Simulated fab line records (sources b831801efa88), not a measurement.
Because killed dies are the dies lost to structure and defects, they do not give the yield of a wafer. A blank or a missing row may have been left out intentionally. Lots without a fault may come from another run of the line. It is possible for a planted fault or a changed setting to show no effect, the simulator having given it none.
fab line records	flow sky130
record: lots: 5	wafers: 14	lastDay: 50
route steps=708 shown METAL4@599 CAP2M@603 PAD_OPEN@708
lots that met no fault: from a run of the same line without faults
startH: the number of hours between the record's first day and the start of the first shown wafer of the lot	waitH: time in hours since the lot's previous step	" identical to the entry in the row above	L1.1+2: a single row standing in for several wafers	- no value, or no start was given	* or withheld: withheld	< > ~ a bound
route shown NAME@n: names a module that has steps shown in the file, with the first one's number in the route	usual: mean and standard deviation over wafers with no fault	same: alike in all rows	chamber/n: place in a boat	sites: the reading at each site	_std_site: standard deviation of those values	_edge_site: the outer-site mean with the inner-site mean subtracted	radiusMm: for every site, how far away it sits from the centre of the wafer	mask NAME#n: copy n	behind: tool/chamber where the wafer was last shaped	hold: what put the lot on hold/how long, in hours/how the hold closed	device: names the non-switching transistor (n, p or np)	end of line: at the end of the route, the tests of the same wafers	where a step has no rows: the recipe by itself	killed: the dies lost at the first sort to structure and to defects; this is not the yield of the wafer	map: per-die view of a wafer (x killed, . not killed, _ where there is no die)
set.NAME: the setting that was run; set.NAME@STEP: the one run at that earlier step	model.NAME: the simulator's own value behind a step, which no gauge read
lots at selected steps of the route; one table per step, one row per wafer
services: from which hour (startH, from the record's first day; less than 0 if before it) a tool's chamber was out of use, for how many hours, and why
== steps ==
step: SKY_METAL4_SPUTTER_01
recipe: material: TiN	targetThkNm: 20	powerW: 6500	timeS: 16.7	chamberPressurePa: 0.4
usual: throttleValvePct: 29.6/0.89
same: timeS: 16.7
lot.wafer	tool	chamber	startH	waitH	throttleValvePct
L234.2	pvdSputter-03	-	958.95	0.0	29.4
L234.3	"	-	"	"	29.6
L234.4	"	-	"	"	28.0
L241.2	pvdSputter-03	-	1007.03	0.0	28.6
L241.4	"	-	"	"	29.0
L251.1	pvdSputter-04	-	1063.83	0.0	30.9
L251.2	"	-	"	"	30.4
L251.3	"	-	"	"	30.0
L253.1	pvdSputter-02	-	1077.54	0.0	29.7
L253.3	"	-	"	"	30.8
L253.6	"	-	"	"	29.7
L254.4	pvdSputter-03	-	1078.40	0.0	28.9
L254.5	"	-	"	"	29.5
L254.6	"	-	"	"	27.9
step: SKY_METAL4_SPUTTER_02
recipe: material: AlCu	targetThkNm: 735	powerW: 10600	timeS: 39.1	chamberPressurePa: 0.4
usual: throttleValvePct: 29.6/0.9
same: timeS: 39.1
lot.wafer	tool	chamber	startH	waitH	throttleValvePct
L234.2	pvdSputter-03	-	958.98	0.0	29.3
L234.3	"	-	"	"	29.6
L234.4	"	-	"	"	27.8
L241.2	pvdSputter-03	-	1007.06	0.0	28.8
L241.4	"	-	"	"	29.5
L251.1	pvdSputter-04	-	1063.86	0.0	31.0
L251.2	"	-	"	"	30.5
L251.3	"	-	"	"	29.9
L253.1	pvdSputter-02	-	1077.57	0.0	29.7
L253.3	"	-	"	"	30.9
L253.6	"	-	"	"	30.2
L254.4	pvdSputter-03	-	1078.42	0.0	28.5
L254.5	"	-	"	"	29.6
L254.6	"	-	"	"	28.0
step: SKY_METAL4_SPUTTER_03
recipe: material: Ti	targetThkNm: 5	powerW: 3000	timeS: 3.3	chamberPressurePa: 0.4
usual: throttleValvePct: 29.6/0.9
same: timeS: 3.3
lot.wafer	tool	chamber	startH	waitH	throttleValvePct
L234.2	pvdSputter-03	-	959.02	0.0	29.3
L234.3	"	-	"	"	29.7
L234.4	"	-	"	"	27.7
L241.2	pvdSputter-03	-	1007.10	0.0	28.7
L241.4	"	-	"	"	29.3
L251.1	pvdSputter-04	-	1063.90	0.0	30.8
L251.2	"	-	"	"	30.6
L251.3	"	-	"	"	29.9
L253.1	pvdSputter-02	-	1077.61	0.0	29.4
L253.3	"	-	"	"	30.8
L253.6	"	-	"	"	30.0
L254.4	pvdSputter-03	-	1078.46	0.0	28.6
L254.5	"	-	"	"	30.0
L254.6	"	-	"	"	27.9
step: SKY_METAL4_SPUTTER_04
recipe: material: TiN	targetThkNm: 70	powerW: 6500	timeS: 58.3	chamberPressurePa: 0.4
step: SKY_CAP2M_CVD_00
recipe: material: SiO2	targetThkNm: 15.5	tempC: 400	timeS: withheld	rfW: 450
usual: heaterPowerW: 671/87	susceptorTempC: 400.00/0.21
lot.wafer	tool	chamber	startH	waitH	heaterPowerW	susceptorTempC
L234.2	pecvd-02	2	959.08	0.0	695	399.60
L234.3	"	0	"	"	542	399.77
L234.4	"	0	"	"	552	399.81
L241.2	pecvd-03	1	1007.17	0.0	774	400.02
L241.4	"	0	"	"	714	400.13
L251.1	pecvd-02	0	1063.97	0.0	570	400.17
L251.2	"	1	"	"	787	399.81
L251.3	"	2	"	"	548	399.94
L253.1	pecvd-03	0	1077.67	0.0	757	399.86
L253.3	"	1	"	"	663	399.69
L253.6	"	0	"	"	754	399.62
L254.4	pecvd-01	1	1078.54	0.0	734	400.12
L254.5	"	0	"	"	739	399.84
L254.6	"	2	"	"	622	400.23
step: SKY_CAP2M_THK_MEAS_01
recipe: reads: SiO2_of_CAP2M_CVD_00
usual: CAP2M_CVD_00_THK: 15.66/0.26
lot.wafer	tool	chamber	startH	waitH	CAP2M_CVD_00_THK[nm]
L234.2	filmMetro-01	-	959.11	-	15.13
L234.3	"	-	"	"	15.22
L234.4	"	-	"	"	15.45
L241.2	filmMetro-01	-	1007.20	-	15.58
L241.4	"	-	"	"	15.49
L251.1	filmMetro-01	-	1063.99	-	15.73
L251.2	"	-	"	"	15.61
L251.3	"	-	"	"	15.63
L253.1	filmMetro-01	-	1077.70	-	15.41
L253.3	"	-	"	"	15.38
L253.6	"	-	"	"	15.45
L254.4	filmMetro-04	-	1078.58	-	15.87
L254.5	"	-	"	"	15.72
L254.6	"	-	"	"	15.67
step: SKY_CAP2M_SPUTTER_02
recipe: material: TiN	targetThkNm: 200	tempC: 300	powerW: 6500	timeS: 166.7	chamberPressurePa: 0.4
usual: susceptorTempC: 300.05/0.2	throttleValvePct: 30.4/1.3
same: timeS: 166.7
lot.wafer	tool	chamber	startH	waitH	susceptorTempC	throttleValvePct
L234.2	pvdSputter-04	-	959.16	0.0	300.29	28.8
L234.3	"	-	"	"	299.84	29.9
L234.4	"	-	"	"	299.98	30.8
L241.2	pvdSputter-01	-	1007.25	0.0	299.96	31.5
L241.4	"	-	"	"	299.99	32.0
L251.1	pvdSputter-03	-	1064.05	0.1	300.27	29.4
L251.2	"	-	"	"	300.14	27.7
L251.3	"	-	"	"	299.81	30.0
L253.1	pvdSputter-03	-	1077.76	0.1	300.45	28.7
L253.3	"	-	"	"	299.81	27.9
L253.6	"	-	"	"	300.35	27.9
L254.4	pvdSputter-01	-	1078.61	0.0	300.02	31.8
L254.5	"	-	"	"	299.87	29.3
L254.6	"	-	"	"	299.95	31.9
step: SKY_CAP2M_RS_MEAS_03
recipe: thkMeasGauge: four-point-probe	reads: TiN_of_CAP2M_SPUTTER_02
usual: CAP2M_TIN_RS: 6.95/0.095
lot.wafer	tool	chamber	startH	waitH	CAP2M_TIN_RS[ohm/sq]
L234.2	filmMetro-04	-	959.29	0.1	7.08
L234.3	"	-	"	"	6.87
L234.4	"	-	"	"	6.88
L241.2	filmMetro-04	-	1007.38	0.1	7.06
L241.4	"	-	"	"	7.07
L251.1	filmMetro-01	-	1064.16	0.1	7.05
L251.2	"	-	"	"	6.96
L251.3	"	-	"	"	7.01
L253.1	filmMetro-01	-	1077.86	0.1	6.95
L253.3	"	-	"	"	6.91
L253.6	"	-	"	"	6.93
L254.4	filmMetro-01	-	1078.78	0.1	6.91
L254.5	"	-	"	"	6.69
L254.6	"	-	"	"	6.90
step: SKY_CAP2M_THK_MEAS_04
recipe: thkMeasGauge: xrf	reads: TiN_of_CAP2M_SPUTTER_02
usual: CAP2M_TIN_THK: 200/3.4
lot.wafer	tool	chamber	startH	waitH	CAP2M_TIN_THK[nm]
L234.2	filmMetro-04	-	959.40	0.1	198
L234.3	"	-	"	"	204
L234.4	"	-	"	"	205
L241.2	filmMetro-04	-	1007.49	0.1	199
L241.4	"	-	"	"	199
L251.1	filmMetro-01	-	1064.28	0.1	194
L251.2	"	-	"	"	196
L251.3	"	-	"	"	195
L253.1	filmMetro-01	-	1077.98	0.1	197
L253.3	"	-	"	"	198
L253.6	"	-	"	"	197
L254.4	filmMetro-01	-	1078.87	0.1	198
L254.5	"	-	"	"	204
L254.6	"	-	"	"	198
step: SKY_CAP2M_DEHYDRATE_05
recipe: tempC: 200	timeS: 60
step: SKY_CAP2M_HMDS_06
recipe: primeTimeS: 60	primeTempC: 120
step: SKY_CAP2M_COAT_07
recipe: resist: NOVOLAK	spinRpm: 3000	resistThkNm: 1140
step: SKY_CAP2M_SOFTBAKE_08
recipe: tempC: 90	timeS: 60	resist: NOVOLAK
usual: runLengthS: 88.87/0.14
lot.wafer	tool	chamber	startH	waitH	runLengthS
L234.2	lithoTrack-03	0	971.02	0.1	88.64
L234.3	"	0	"	"	88.93
L234.4	"	0	"	"	88.99
L241.2	lithoTrack-03	0	1018.92	0.1	100.21
L241.4	"	0	"	"	100.25
L251.1	lithoTrack-01	0	1074.94	0.1	88.98
L251.2	"	0	"	"	88.95
L251.3	"	0	"	"	88.80
L253.1	lithoTrack-02	0	1087.91	0.1	88.78
L253.3	"	0	"	"	88.85
L253.6	"	0	"	"	88.77
L254.4	lithoTrack-02	0	1089.38	0.1	89.03
L254.5	"	0	"	"	88.78
L254.6	"	0	"	"	88.76
step: SKY_CAP2M_EXPOSE_09
recipe: maskId: CAP2M	na: 0.6	sourceShape: conventional	sigmaOuter: 0.6	polarization: unpolarized	targetCdNm: 1000	doseMj: 159
step: SKY_PAD_OPEN_PROBE_99
usual: defectLimitedYield: 82.3/2.1	killed_at_M0_to_M3: 45/6.9	killed_at_M4_up: 3.1/1.7	killedAtContacts: 24/5.7	killedAtFrontEnd: 15/4.6	killedAtOther: 0.3/0.57	killedDies: 87/10	killedOpen: 48/7.4	killedShort: 39/6.7	sort_bin_3_pad_short: 0.9/0.41	sort_bin_5_function: 10.4/1.5	sort_bin_6_memory: 6.4/1.1	sortNPass: 405/10	sortYieldPct: 82.3/2.1
same: grossDies: 492	killedAtBackSide: 0	sort_bin_4_leakage[%]: 0	sort_bin_8_speed[%]: 0
lot.wafer	tool	chamber	startH	waitH	defectLimitedYield[%]	killed_at_M0_to_M3	killed_at_M4_up	killedAtContacts	killedAtFrontEnd	killedAtOther	killedDies	killedOpen	killedShort	sort_bin_3_pad_short[%]	sort_bin_5_function[%]	sort_bin_6_memory[%]	sortNPass	sortYieldPct[%]
L241.2	prober-02	-	1139.90	0.1	86.2	31	2	17	18	0	68	40	28	0.4	6.9	6.5	424	86.2
L241.4	prober-02	-	1140.00	0.2	84.8	38	3	23	10	1	75	43	32	0.6	10.2	4.5	417	84.8
L251.1	prober-02	-	1187.07	0.1	81.1	43	1	33	16	0	93	50	43	1.2	10.6	7.1	399	81.1
L251.2	prober-02	-	1187.12	0.1	80.7	58	1	21	15	0	95	53	42	0.4	11.8	7.1	397	80.7
L251.3	prober-02	-	1187.17	0.2	83.7	47	2	22	9	0	80	43	37	1.0	10.6	4.7	412	83.7
L253.1	prober-02	-	1196.02	0.1	82.3	50	3	24	10	0	87	49	38	1.0	11.4	5.3	405	82.3
L253.3	prober-02	-	1196.12	0.2	81.3	49	3	23	17	0	92	57	34	0.4	12.6	5.7	400	81.3
L253.6	prober-02	-	1196.27	0.2	83.7	52	3	8	17	0	80	38	42	1.2	8.3	6.7	412	83.7
killed by level:class
L241.2 VIA1:geometricParticle:open=8 CONTACT:geometricParticle:open=7 FIELD_ISO:geometricParticle:open=6 VIA3:geometricParticle:open=6 FIELD_ISO:geometricParticle:short=5 POLY_GATE:geometricParticle:short=5 METAL1:geometricParticle:short=5 LI_CONTACT:geometricParticle:open=4
L241.4 CONTACT:geometricParticle:open=14 METAL1:geometricParticle:short=7 VIA2:geometricParticle:open=6 VIA1:geometricParticle:open=5 VIA3:geometricParticle:open=4 FIELD_ISO:geometricParticle:open=3 POLY_GATE:geometricParticle:short=3 LOCAL_INTERCONNECT:geometricParticle:short=3
L251.1 LI_CONTACT:geometricParticle:open=11 CONTACT:geometricParticle:open=10 VIA1:geometricParticle:open=9 METAL2:geometricParticle:short=9 CONTACT:geometricParticle:short=6 METAL1:geometricParticle:short=5 FIELD_ISO:geometricParticle:short=4 POLY_GATE:geometricParticle:short=4
L251.2 VIA2:geometricParticle:open=11 VIA1:geometricParticle:short=9 VIA1:geometricParticle:open=9 CONTACT:geometricParticle:open=8 VIA2:geometricParticle:short=8 FIELD_ISO:geometricParticle:open=6 LI_CONTACT:geometricParticle:open=6 VIA3:geometricParticle:open=6
L251.3 VIA1:geometricParticle:open=11 CONTACT:geometricParticle:open=11 VIA2:geometricParticle:open=9 VIA1:geometricParticle:short=6 METAL1:geometricParticle:short=5 METAL2:geometricParticle:short=5 LI_CONTACT:geometricParticle:open=4 VIA3:geometricParticle:open=4
L253.1 LI_CONTACT:geometricParticle:open=10 METAL2:geometricParticle:short=10 VIA3:geometricParticle:open=8 CONTACT:geometricParticle:open=7 VIA1:geometricParticle:open=7 METAL1:geometricParticle:short=6 VIA2:geometricParticle:open=6 VIA1:geometricParticle:short=5
L253.3 VIA1:geometricParticle:open=13 VIA2:geometricParticle:open=10 LI_CONTACT:geometricParticle:open=8 CONTACT:geometricParticle:open=8 FIELD_ISO:geometricParticle:open=7 VIA3:geometricParticle:open=6 METAL1:geometricParticle:short=5 POLY_GATE:geometricParticle:short=4
L253.6 VIA1:geometricParticle:open=13 METAL2:geometricParticle:short=7 SPACER:geometricParticle:short=6 VIA3:geometricParticle:open=6 METAL1:geometricParticle:short=5 VIA3:geometricParticle:short=4 METAL3:geometricParticle:short=4 POLY_GATE:geometricParticle:short=3
== services ==
tool	chamber	startH	hours	kind
pecvd-03	2	935.06	10.5	repair
pecvd-01	0	960.23	2.1	scheduledDown
pvdSputter-03	-	962.46	3.5	repair
pvdSputter-02	-	971.06	2.7	repair
pecvd-03	0	988.89	14.9	repair
pvdSputter-01	-	990.27	3.0	repair
pvdSputter-02	-	994.42	3.8	repair
pecvd-02	1	999.38	-	clean
pecvd-02	1	999.38	-	consumableReplace:showerhead
pecvd-02	1	999.38	29.0	scheduledDown
pecvd-02	1	999.38	29.0	ventCycle
pvdSputter-02	-	1002.90	4.4	repair
pvdSputter-02	-	1019.95	2.1	repair
pvdSputter-03	-	1026.80	2.7	repair
pecvd-03	1	1046.14	2.1	scheduledDown
pvdSputter-01	-	1054.18	9.4	repair
pecvd-01	1	1087.47	2.1	scheduledDown
== key ==
firstSign: step: SKY_CAP2M_SOFTBAKE_08	reading: runLengthS	direction: up	sigmas: 84	usual: *	struck: *
effect none on later readings
metAt SKY_CAP2M_SOFTBAKE_08
struckWafers L241.2,L241.4
onsetBetween 971.02 1018.92
fault: kind: processParameterDrift	tool: lithoTrack-03	chamber: -	onsetH: 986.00	steps: SKY_CAP2M_SOFTBAKE_08	channel: timeS	offset: *	shape: step	endH: 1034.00	scope: struckWafersOnly	actsIn: *	stated: *
